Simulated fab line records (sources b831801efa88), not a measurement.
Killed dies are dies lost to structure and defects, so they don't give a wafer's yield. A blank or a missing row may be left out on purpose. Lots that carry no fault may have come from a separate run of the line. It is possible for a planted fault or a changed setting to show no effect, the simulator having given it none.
A lot that was struck, set against a sound lot	flow gf180mcu	15 steps out of a route of 602
Sound: these wafers, L624.2, L624.4, L624.5. Struck: wafers L633.2, L633.4, L633.5. The cause is named last.
Per side, at each step with rows, come the tool, then ch with its chambers, and then its first start. Under that, the readings that differ: sound wafers	struck wafers	difference of the means	sigmas: that difference in standard deviations of wafers without a fault.
alike: a reading whose means differ by less than 2 such deviations, as well as words and numbers matching on both sides. not compared: withheld readings; readings where some wafer has no value; bounds like >300 that might hide an equal value; numbers whose values overlap and for which the record gives no deviation.
A row with sigmas, a row that says differs or no value, or rows on one side alone: a step with any of these is where the two part. Non-overlapping numbers with no deviation appear without sigmas and do not part them. A reading missing from all wafers of one side parts the sides only when that side holds two or more wafers.

first, 8 steps without rows for these wafers: GF_V5_DEHYDRATE_06 (time 60 s); GF_V5_HMDS_07 (prime time 60 s); GF_V5_COAT_08; GF_V5_COAT_09 (resist thk 1000 nm); GF_V5_SOFTBAKE_10 (time 60 s); GF_V5_EXPOSE_11 (exposes mask Via5, target cd 260 nm); GF_V5_PEB_12 (peb time 90 s); GF_V5_DEVELOP_13 (develop time 60 s).
GF_V5_CD_MEAS_14: the cd target is 260 nm.
  struck on cd sem-02, day 30 13:21; sound on cd sem-01, day 27 21:58
  alike: cd nm
GF_V5_OVL_MEAS_15:
  struck on overlay-01, day 30 13:28; sound on overlay-01, day 27 22:05
  alike: V5_OVL
GF_V5_ETCH_16: etches BARC in N2/H2.
  sound on rie diel-04 ch 0,2,3, day 27 22:07; struck on rie diel-01 ch 1,3, day 30 13:29
  alike: drypump motor current A, oes product au, throttle valve pct
GF_V5_ETCH_17: etches SiO2 in C4F8/O2/Ar, stops on TiN, target depth 855 nm.
  sound on rie diel-04 ch 0,2,3; struck on rie diel-01 ch 1,3
  alike: oes product au
GF_V5_STRIP_18: strips in O2/N2.
  sound on plasma asher-04 ch 0,1, day 27 22:16; struck on plasma asher-03 ch 0,1, day 30 13:38
  no value came back on the struck wafers for chamber pressure mTorr (mTorr), drypump motor current A (A), heater power w (W), oes product au (a.u.); on the sound wafers chamber pressure mTorr (mTorr) reads 1497.7 1498.6 1498.9
  not compared: rf hours counter h
then, 1 step without rows for these wafers: GF_V5_STRIP_19 (strips in post etch residue remover, time 1200 s).
GF_PASSIVATION_PROBE_99:
  rows exist in the record for the struck wafers here (prober-01, day 32 05:03), but not for the sound ones

== WHERE THEY PART ==
At GF_V5_STRIP_18 first; at GF_PASSIVATION_PROBE_99 last (within this record only).

WHY: whatever the simulator had introduced
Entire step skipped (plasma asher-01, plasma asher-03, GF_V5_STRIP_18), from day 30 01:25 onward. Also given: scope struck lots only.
